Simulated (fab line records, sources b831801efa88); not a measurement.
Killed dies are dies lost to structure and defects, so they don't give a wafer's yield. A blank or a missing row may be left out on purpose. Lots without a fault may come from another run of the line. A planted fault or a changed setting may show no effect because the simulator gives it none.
Which tool did it? | flow sky130 | 12 lots, 36 wafers sampled, at 5 steps of a route of 708

WHAT THE GAUGES READ, wafer by wafer
SKY_FIELD_ISO_THK_MEAS_04.
lot  | measured    | on            | FIELD_ISO_CVD_03_THK (nm)
L600 | day 1 20:07 | film_metro-02 | 163.7 163.7 163.3
L602 | day 2 04:29 | film_metro-01 | 164.8 166.5 167.0
L603 | day 2 10:23 | film_metro-04 | 165.9 166.3 165.1
L604 | day 2 15:55 | film_metro-01 | 164.7 166.5 165.8
L605 | day 2 20:14 | film_metro-01 | 163.6 163.6 164.3
L607 | day 3 06:17 | film_metro-04 | 164.2 163.9 164.1
L610 | day 3 23:16 | film_metro-04 | 164.6 165.2 163.9
L612 | day 4 07:31 | film_metro-01 | 164.5 165.7 164.5
L613 | day 4 12:02 | film_metro-02 | 167.2 166.8 167.0
L618 | day 5 13:59 | film_metro-02 | 165.1 164.0 163.9
L619 | day 5 18:50 | film_metro-01 | 164.9 165.6 164.3
L622 | day 6 09:22 | film_metro-01 | 167.8 168.0 166.0

SKY_VT_ADJUST_LVTN_TW_MEAS_21.
lot  | measured     | on            | VT_ADJUST_LVTN_2_TW
L600 | day 7 22:30  | film_metro-04 | 189.2 189.2 188.3
L602 | day 8 12:02  | film_metro-04 | 189.4 189.6 188.8
L603 | day 8 22:15  | film_metro-04 | 189.8 189.8 189.0
L604 | day 9 03:48  | film_metro-01 | 187.3 188.0 187.8
L605 | day 9 12:06  | film_metro-04 | 190.1 190.0 190.6
L607 | day 9 23:50  | film_metro-01 | 187.8 187.9 187.6
L610 | day 11 00:05 | film_metro-01 | 187.9 187.6 188.1
L612 | day 11 16:11 | film_metro-04 | 216.8 215.6 216.5
L613 | day 11 15:38 | film_metro-04 | 217.8 216.9 215.6
L618 | day 13 01:41 | film_metro-03 | 186.8 187.0 186.0
L619 | day 13 12:27 | film_metro-01 | 189.2 189.4 188.9
L622 | day 14 04:45 | film_metro-03 | 186.2 186.1 186.4

SKY_SD_N_TW_MEAS_12.
lot  | measured     | on            | SD_N_TW
L600 | day 28 04:16 | film_metro-03 | 3930 3924 3928
L602 | day 29 00:30 | film_metro-01 | 3971 4014 3982
L603 | day 29 04:51 | film_metro-02 | 3940 3946 3943
L604 | day 29 12:37 | film_metro-02 | 3959 3960 3959
L605 | day 31 01:45 | film_metro-03 | 3935 3949 3930
L607 | day 31 02:46 | film_metro-03 | 3952 3958 3922
L610 | day 31 20:18 | film_metro-02 | 3970 3951 3969
L612 | day 32 18:33 | film_metro-01 | 3977 3961 3977
L613 | day 32 10:56 | film_metro-01 | 3986 3963 3981
L618 | day 33 21:13 | film_metro-03 | 3932 3949 3945
L619 | day 34 12:55 | film_metro-01 | 4040 4007 4017
L622 | day 35 03:36 | film_metro-01 | 4006 4041 4016

WHICH TOOL RAN EACH LOT (tool, then ch and the chambers of the sampled wafers, then the start)
lot  | SKY_FIELD_ISO_CMP_27         | SKY_VT_ADJUST_LVTN_IMPLANT_19
L600 | cmp-02 ch 0,2,3, day 2 15:18 | implanter-01 ch 0, day 7 22:16
L602 | cmp-02 ch 2,3, day 3 00:52   | implanter-03 ch 0, day 8 11:47
L603 | cmp-01 ch 1,2,3, day 3 06:40 | implanter-01 ch 0, day 8 22:00
L604 | cmp-01 ch 0,1,2, day 3 12:56 | implanter-02 ch 0, day 9 03:35
L605 | cmp-01 ch 0,1,3, day 3 16:55 | implanter-03 ch 0, day 9 11:51
L607 | cmp-02 ch 1,2,3, day 4 03:36 | implanter-01 ch 0, day 9 23:37
L610 | cmp-02 ch 0,1,2, day 4 22:49 | implanter-02 ch 0, day 10 23:50
L612 | cmp-02 ch 1,2,3, day 5 09:14 | implanter-01 ch 0, day 11 15:56
L613 | cmp-01 ch 0,1,3, day 5 10:47 | implanter-01 ch 0, day 11 15:26
L618 | cmp-02 ch 1,2, day 6 11:27   | implanter-03 ch 0, day 13 01:28
L619 | cmp-02 ch 0,1,3, day 6 19:58 | implanter-03 ch 0, day 13 12:13
L622 | cmp-01 ch 1,2,3, day 7 09:11 | implanter-02 ch 0, day 14 04:30
- SKY_FIELD_ISO_CMP_27: polishes, stops on Si3N4, t overpolish 16 s, target thk 457.8 nm.
- SKY_VT_ADJUST_LVTN_IMPLANT_19

WHAT THE TOOLS THEMSELVES READ (means of the sampled wafers that have a number; where no wafer has one, the mark that the record gives instead)
SKY_FIELD_ISO_CMP_27.
lot  | tool   | head_pressure_psi (psi) | motor_current_A (A) | overpolish_run_s (s) | time_to_endpoint_s (s)
L600 | cmp-02 | 4.008                   | 11.3                | 16.001               | 118
L602 | cmp-02 | 4.002                   | 12.1                | 16.001               | 117
L603 | cmp-01 | 3.992                   | 12.3                | 16.002               | 114
L604 | cmp-01 | 4.002                   | 11.7                | 15.998               | 112
L605 | cmp-01 | 3.998                   | 11.7                | 16.003               | 116
L607 | cmp-02 | 3.993                   | 11.7                | 15.999               | 110
L610 | cmp-02 | 3.990                   | 10.6                | 16.010               | 109
L612 | cmp-02 | 3.993                   | 11.9                | 16.001               | 114
L613 | cmp-01 | 3.998                   | 11.6                | 15.994               | 113
L618 | cmp-02 | 3.999                   | 10.6                | 16.003               | 107
L619 | cmp-02 | 3.988                   | 11.6                | 16.000               | 113
L622 | cmp-01 | 4.008                   | 11.8                | 16.006               | 110

SKY_VT_ADJUST_LVTN_IMPLANT_19.
lot  | tool         | beam_energy_keV | dose_ions_cm2 | faraday_current_uA
L600 | implanter-01 | 29.995          | 6.502e+11     | 3.61
L602 | implanter-03 | 29.999          | 6.498e+11     | 3.64
L603 | implanter-01 | 30.000          | 6.507e+11     | 3.62
L604 | implanter-02 | 29.989          | 6.497e+11     | 3.65
L605 | implanter-03 | 29.991          | 6.505e+11     | 3.67
L607 | implanter-01 | 30.010          | 6.496e+11     | 3.71
L610 | implanter-02 | 29.998          | 6.498e+11     | 3.65
L612 | implanter-01 | 30.006          | 1.051e+12     | 5.90
L613 | implanter-01 | 30.003          | 1.050e+12     | 5.96
L618 | implanter-03 | 30.000          | 6.508e+11     | 3.68
L619 | implanter-03 | 30.001          | 6.500e+11     | 3.72
L622 | implanter-02 | 29.998          | 6.501e+11     | 3.60

THE ANSWER, worked out from the rows above alone
Rule: what is usual is taken from the lots themselves. Put in order of their means at a reading, lots are off if they are a third of the lots or fewer, leave a main group of 4 or more, and stand apart from it by a gap of 3 or more times the standard deviation of the main group's means; of several such gaps the widest counts. A main group whose means are all the same, to the digits that the tables above print for the reading, isn't used. A lot without any number at a reading at which 4 lots or more have one is off too. The other lots that the step has rows for count as sound. The gauges are gone through in route order, then the tools' own readings, and for those a lot's mean is taken as printed above. The first step at which some lot is off is used, and at that step the reading that is off furthest; a lot without a number counts as furthest.
Off: L612, L613, at SKY_VT_ADJUST_LVTN_TW_MEAS_21 (VT_ADJUST_LVTN_2_TW). The main group: mean 188.3, standard deviation 1.2.
A tool fits if, at a process step before that reading, it ran every lot that is off, and no sound lot after the first of them. The gauges at SKY_VT_ADJUST_LVTN_TW_MEAS_21 aren't tried: what is off there is off at SKY_VT_ADJUST_LVTN_IMPLANT_19 too, on other tools, and a gauge's error can't cause that. One fits: implanter-01 at SKY_VT_ADJUST_LVTN_IMPLANT_19. Its last sound lot is L607 (day 9 23:37), its first lot that is off L613 (day 11 15:26): a fault that began between those two fits.
The tool's own readings at SKY_VT_ADJUST_LVTN_IMPLANT_19 bear it out: on the lots that are off they differ by more than 5 times the standard deviation of the sound lots' means. dose_ions_cm2 reads 1.050e+12 there against 6.501e+11 on the sound lots; faraday_current_uA reads 5.93 there against 3.66 on the sound lots.

WHAT THE SIMULATOR HAD PUT IN
Process parameter drift: implanter-01, from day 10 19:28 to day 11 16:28, at SKY_VT_ADJUST_LVTN_IMPLANT_19. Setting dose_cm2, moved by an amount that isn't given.
Lots struck among those shown: L612, L613. The rule above found the same.
